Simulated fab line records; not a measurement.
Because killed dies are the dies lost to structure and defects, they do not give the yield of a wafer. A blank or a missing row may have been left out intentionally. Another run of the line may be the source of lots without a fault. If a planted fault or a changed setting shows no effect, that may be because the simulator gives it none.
Which of the tools did it? -- flow gf180mcu -- Sampling: 15 lots, 45 wafers, 2 of 602 route steps

## WHAT EACH GAUGE READ, for each wafer
GF_V2_THK_MEAS_03. Usual: for V2_CVD_02_THK the level is 851 nm and the standard deviation is 11.
lot,measured,on,V2_CVD_02_THK (nm),flag
L465,day 19 04:49,film metro-03,833 852 842,
L466,day 19 12:41,film metro-01,836 853 855,
L467,day 20 00:56,film metro-01,840 851 859,
L470,day 21 06:35,film metro-01,849 862 871,
L471,day 21 11:29,film metro-02,844 846 856,
L472,day 21 22:01,film metro-03,859 858 871,
L480,day 24 13:04,film metro-01,843 863 860,
L481,day 24 23:55,film metro-03,847 867 865,
L482,day 25 12:59,film metro-02,852 848 855,
L483,day 25 20:02,film metro-02,834 841 862,
L484,day 25 21:11,film metro-01,827 833 867,
L485,day 26 06:56,film metro-02,829 845 850,
L486,day 26 11:44,film metro-03,842 864 848,
L488,day 26 22:35,film metro-02,838 842 858,
L487,day 27 02:17,film metro-03,834 833 839,

## TOOL THAT RAN EACH LOT (tool first, then ch and the chambers of the sampled wafers, then the start)
lot,GF_M2_METAL_ETCH_16
L465,"rie metal-04 ch 0, day 19 03:54"
L466,"rie metal-01 ch 0,1, day 19 11:50"
L467,"rie metal-01 ch 0,1, day 20 00:04"
L470,"rie metal-02 ch 0,1, day 21 05:41"
L471,"rie metal-01 ch 0,1, day 21 10:32"
L472,"rie metal-01 ch 0,1, day 21 21:08"
L480,"rie metal-04 ch 0,1, day 24 12:05"
L481,"rie metal-04 ch 0,1, day 24 23:04"
L482,"rie metal-01 ch 0, day 25 11:52"
L483,"rie metal-02 ch 0,1, day 25 19:10"
L484,"rie metal-01 ch 0, day 25 20:14"
L485,"rie metal-02 ch 0,1, day 26 06:04"
L486,"rie metal-01 ch 0,1, day 26 10:53"
L488,"rie metal-01 ch 0,1, day 26 21:44"
L487,"rie metal-04 ch 0,1, day 27 01:26"
- GF_M2_METAL_ETCH_16: etches the open film in Cl2/BCl3, stops on SiO2, target depth 627.5 nm, time 104.6 s.

## AS READ BY THE TOOLS THEMSELVES (means over the sampled wafers that have a number; for cases with no such wafer, the mark the record gives instead)
GF_M2_METAL_ETCH_16. Usual: bias w 140.0 W, standard deviation 0.41; drypump motor current A 5.7 A, standard deviation 0.46; he backside leak sccm 3.36 sccm, standard deviation 0.21; oes product au 0.970 a.u., standard deviation 0.0065; throttle valve pct 28.251 %, standard deviation 0.0095.
lot,tool,bias w (W),drypump motor current A (A),he backside leak sccm (sccm),oes product au (a.u.),throttle valve pct (%),flag
L465,rie metal-04,140.3,5.7,3.30,0.970,28.260,
L466,rie metal-01,140.1,5.8,3.51,0.973,28.254,
L467,rie metal-01,139.5,5.8,3.60,0.969,28.243,
L470,rie metal-02,139.7,5.6,3.16,0.979,28.247,
L471,rie metal-01,140.2,5.5,3.51,0.966,28.266,
L472,rie metal-01,140.5,5.8,3.56,0.966,28.250,
L480,rie metal-04,139.9,5.9,3.46,0.972,28.251,
L481,rie metal-04,140.1,5.9,3.33,0.973,28.255,
L482,rie metal-01,139.8,5.3,3.40,0.968,28.254,
L483,rie metal-02,140.1,5.3,3.29,0.968,28.257,
L484,rie metal-01,140.4,5.3,3.41,0.970,28.246,
L485,rie metal-02,140.3,5.6,3.06,0.973,28.251,
L486,rie metal-01,140.3,5.8,3.40,0.975,28.248,
L488,rie metal-01,140.1,5.8,3.52,0.967,28.243,
L487,rie metal-04,139.7,6.2,3.50,0.972,28.251,

## THE ANSWER, worked out from the rows above alone
Rule: a lot is off if the mean of its wafers that have a number lies more than 3 standard deviations from the usual mean. A lot without any number at a reading at which 4 lots or more have one is off too. Where the step has rows for the other lots, those lots are counted as sound. After the gauges, taken in route order, come the tools' own readings; for these a lot's mean is taken, as printed above. At the first step where some lot is off, the reading lying furthest off is the one used; lots without a number count as furthest.
No lot is off on any of the readings shown, so nothing can be concluded from this.

## WHAT HAD BEEN PUT IN BY THE SIMULATOR
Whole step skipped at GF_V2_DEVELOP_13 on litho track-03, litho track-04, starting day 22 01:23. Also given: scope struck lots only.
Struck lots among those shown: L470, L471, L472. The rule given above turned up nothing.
